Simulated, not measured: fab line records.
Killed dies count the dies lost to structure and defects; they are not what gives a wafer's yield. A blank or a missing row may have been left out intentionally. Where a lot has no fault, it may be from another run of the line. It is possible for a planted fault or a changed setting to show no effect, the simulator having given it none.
Split-lot trial	flow sfq_line	on a route of 325 steps: 5 lots, 23 wafers read

== ON THE SPLIT ==
At SFQ_TRILAYER_M7_DEP_SPUTTER_175 (material Nb, target thk 200 nm, time 133.3 s), the setting time_s was moved away from the recipe's 133.3 s on 10 of the 23 wafers read, by -8.1% to +6.5%. This setting was run at the recipe's value on the other wafers.

== FROM THE SPLIT TO THE READING: what the file shows between them, 5 steps ==
- SFQ_M7_RS_MEAS_943: measures by four-point-probe
- SFQ_TRILAYER_M7_LITHO_EXPOSE_178: exposes mask M7, target cd 500 nm (also split here: dose_mj)
- SFQ_TRILAYER_M7_LITHO_PEB_180: peb time 60 s
- SFQ_TRILAYER_M7_LITHO_DEVELOP_179: time 60 s
- SFQ_TRILAYER_M7_BARC_OPEN_METAL_ETCH_229: etches BARC in O2, target depth 125 nm, time 41.7 s

== THE READING ==
oes_product_au, in a.u., at SFQ_TRILAYER_M7_ETCH_METAL_ETCH_180 (etches Nb in Cl2/Ar, stops on SiO2, target depth 240 nm, time 120 s). Fault-free wafers of this fab line usually give 0.895 a.u., standard deviation 0.0063 a.u.

wafer	tool, chamber at the split	time_s as run, s	against the recipe	oes_product_au, a.u.	against lot-mates on the recipe
L075.1	pvd_sputter-06, -	123.2	-7.6%	0.847	-0.051
L075.2	pvd_sputter-06, -	123.2	-7.6%	0.854	-0.044
L075.3	pvd_sputter-06, -	133.3	recipe	0.895	-
L075.5	pvd_sputter-06, -	123.2	-7.6%	0.850	-0.048
L075.6	pvd_sputter-06, -	133.3	recipe	0.901	-
L077.1	pvd_sputter-06, -	142	+6.5%	0.921	+0.031
L077.3	pvd_sputter-06, -	142	+6.5%	0.912	+0.022
L077.4	pvd_sputter-06, -	142	+6.5%	0.917	+0.027
L077.5	pvd_sputter-06, -	133.3	recipe	0.890	-
L077.6	pvd_sputter-06, -	133.3	recipe	0.890	-
L078.1	pvd_sputter-05, -	133.3	recipe	0.902	-
L078.5	pvd_sputter-05, -	133.3	recipe	0.892	-
L078.6	pvd_sputter-05, -	133.3	recipe	0.902	-
L079.2	pvd_sputter-06, -	133.3	recipe	0.891	-
L079.3	pvd_sputter-06, -	133.3	recipe	0.886	-
L079.4	pvd_sputter-06, -	122.5	-8.1%	0.867	-0.026
L079.5	pvd_sputter-06, -	133.3	recipe	0.902	-
L079.6	pvd_sputter-06, -	122.5	-8.1%	0.856	-0.037
L080.1	pvd_sputter-05, -	122.7	-8.0%	0.852	-0.043
L080.2	pvd_sputter-05, -	122.7	-8.0%	0.841	-0.054
L080.3	pvd_sputter-05, -	133.3	recipe	0.900	-
L080.4	pvd_sputter-05, -	133.3	recipe	0.892	-
L080.5	pvd_sputter-05, -	133.3	recipe	0.893	-

FIT RESULTS
A straight line over all 23 wafers: oes_product_au changes by +0.00476 a.u. for each +1% of time_s; r = +0.95; the points scatter about the line by 0.0074 a.u.
The same after taking each lot's own level away (the mean of its wafers on the recipe; 23 wafers): +0.00505 a.u. for each +1%; r = +0.96; scatter 0.0071 a.u.
On that fit, the largest move of time_s shifts the reading by 0.041 a.u.
The lots' own levels span 0.8900 to 0.8987 a.u., that is 1.4 times the standard deviation above.
The two slopes agree, so the slope changes little with the lot-to-lot level.
Check: -0.0454 a.u. against its lot-mates is what the line predicts for one of the wafers moved furthest among these (-8.1%) when that wafer is left out of the fit. Against them it came out at -0.026 a.u.

== THE OTHER SPLITS THESE WAFERS WENT THROUGH ==
These wafers also went through other splits before the reading. Each is held against what the fit with the lots' levels taken away leaves over:
other split on the same wafers	wafers away from the commonest value	r with oes_product_au (lot level and that fit taken away)
SFQ_TRILAYER_M6_LITHO_COAT_164 resist_thk_nm	5	+0.16
SFQ_TRILAYER_I6_VIA_LITHO_COAT_169 resist_thk_nm	4	-0.19
SFQ_TRILAYER_I6_VIA_LITHO_PEB_172 peb_temp_c	6	+0.29
SFQ_TRILAYER_M7_LITHO_EXPOSE_178 dose_mj	5	+0.29

== THE WHOLE CHAIN: every reading that the file lists as answering this split, in the file's order ==
step	what it does	reading	change (the file's fit)	r (the file's)
SFQ_TRILAYER_M7_DEP_SPUTTER_175	material Nb, target thk 200 nm, time 133.3 s	Nb_of_TRILAYER_M7_DEP_SPUTTER_175.thk_nm (the simulator's own value, which no gauge read)	+2.01 nm for each +1% of the setting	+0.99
SFQ_M7_RS_MEAS_943	measures by four-point-probe	M7_NB_RS	-0.00969 for each +1% of the setting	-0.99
SFQ_TRILAYER_M7_ETCH_METAL_ETCH_180	etches Nb in Cl2/Ar, stops on SiO2, target depth 240 nm, time 120 s	oes_product_au	+0.00513 a.u. for each +1% of the setting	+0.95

== FILE'S OWN FIT ==
oes_product_au changes by +0.00513 a.u. for each +1% of time_s, r = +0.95.
